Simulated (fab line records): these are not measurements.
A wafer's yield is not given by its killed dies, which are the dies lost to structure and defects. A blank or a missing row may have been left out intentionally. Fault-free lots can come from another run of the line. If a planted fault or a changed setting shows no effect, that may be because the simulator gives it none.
Which tool was responsible? / flow sky130 / 11 lots, 33 wafers sampled, at 2 steps of a route of 708

## WHAT THE GAUGES SHOWED, per wafer
SKY_SONOS_ONO_THK_MEAS_05.
lot=L787; measured=day 11 23:29; on=filmMetro-04; SONOS_ONO_CVD_04_THK (nm)=5.71 5.70 5.85
lot=L788; measured=day 12 08:58; on=filmMetro-04; SONOS_ONO_CVD_04_THK (nm)=5.79 5.81 5.88
lot=L789; measured=day 13 09:50; on=filmMetro-02; SONOS_ONO_CVD_04_THK (nm)=5.67 5.61 5.79
lot=L790; measured=day 14 02:02; on=filmMetro-01; SONOS_ONO_CVD_04_THK (nm)=5.79 5.72 5.71
lot=L793; measured=day 15 02:14; on=filmMetro-02; SONOS_ONO_CVD_04_THK (nm)=9.32 9.25 9.34
lot=L794; measured=day 15 02:13; on=filmMetro-01; SONOS_ONO_CVD_04_THK (nm)=9.25 9.27 9.17
lot=L795; measured=day 15 04:38; on=filmMetro-04; SONOS_ONO_CVD_04_THK (nm)=9.13 9.17 9.17
lot=L797; measured=day 15 09:25; on=filmMetro-01; SONOS_ONO_CVD_04_THK (nm)=5.77 5.79 5.75
lot=L807; measured=day 19 05:05; on=filmMetro-02; SONOS_ONO_CVD_04_THK (nm)=5.89 5.76 5.76
lot=L808; measured=day 19 10:02; on=filmMetro-04; SONOS_ONO_CVD_04_THK (nm)=5.65 5.76 5.68
lot=L809; measured=day 19 11:19; on=filmMetro-02; SONOS_ONO_CVD_04_THK (nm)=5.74 5.81 5.76

## TOOL THAT RAN EACH LOT (tool first, then ch and the chambers of the sampled wafers, then the start)
lot=L787; SKY_SONOS_ONO_CVD_04=lpcvd-03 ch 0, day 11 22:14
lot=L788; SKY_SONOS_ONO_CVD_04=lpcvd-03 ch 1, day 12 07:42
lot=L789; SKY_SONOS_ONO_CVD_04=lpcvd-03 ch 0, day 13 08:35
lot=L790; SKY_SONOS_ONO_CVD_04=lpcvd-03 ch 0, day 14 00:46
lot=L793; SKY_SONOS_ONO_CVD_04=lpcvd-03 ch 0, day 15 00:20
lot=L794; SKY_SONOS_ONO_CVD_04=lpcvd-03 ch 0, day 15 00:20
lot=L795; SKY_SONOS_ONO_CVD_04=lpcvd-03 ch 0, day 15 02:44
lot=L797; SKY_SONOS_ONO_CVD_04=lpcvd-03 ch 1, day 15 08:08
lot=L807; SKY_SONOS_ONO_CVD_04=lpcvd-03 ch 0, day 19 03:49
lot=L808; SKY_SONOS_ONO_CVD_04=lpcvd-03 ch 0, day 19 08:47
lot=L809; SKY_SONOS_ONO_CVD_04=lpcvd-03 ch 0, day 19 10:02
- SKY_SONOS_ONO_CVD_04: deposits SiO2 from SiH4/N2O, target thk 5.7199 nm.

## THE ANSWER, worked out from the rows above alone
Rule: the lots themselves supply what counts as usual. Put in order of their means at a reading, lots are off if they are a third of the lots or fewer, leave a main group of 4 or more, and stand apart from it by a gap of 3 or more times the standard deviation of the main group's means; of several such gaps the widest counts. A main group is skipped when, at the precision printed for the reading in the tables above, its means are all equal. Also off: a lot with no number at a reading for which 4 or more lots have one. The other lots that the step has rows for count as sound.
Off: L793, L794, L795, seen at SKY_SONOS_ONO_THK_MEAS_05 (SONOS_ONO_CVD_04_THK). The main group has a mean of 5.76 nm with a standard deviation of 0.044.
If a tool, at a process step before that reading, ran all the lots that are off and no sound lot after the first of them, it fits. The gauges at SKY_SONOS_ONO_THK_MEAS_05 are tried like those tools. Of those tried, none fits.

## WHAT THE SIMULATOR HAD INSERTED
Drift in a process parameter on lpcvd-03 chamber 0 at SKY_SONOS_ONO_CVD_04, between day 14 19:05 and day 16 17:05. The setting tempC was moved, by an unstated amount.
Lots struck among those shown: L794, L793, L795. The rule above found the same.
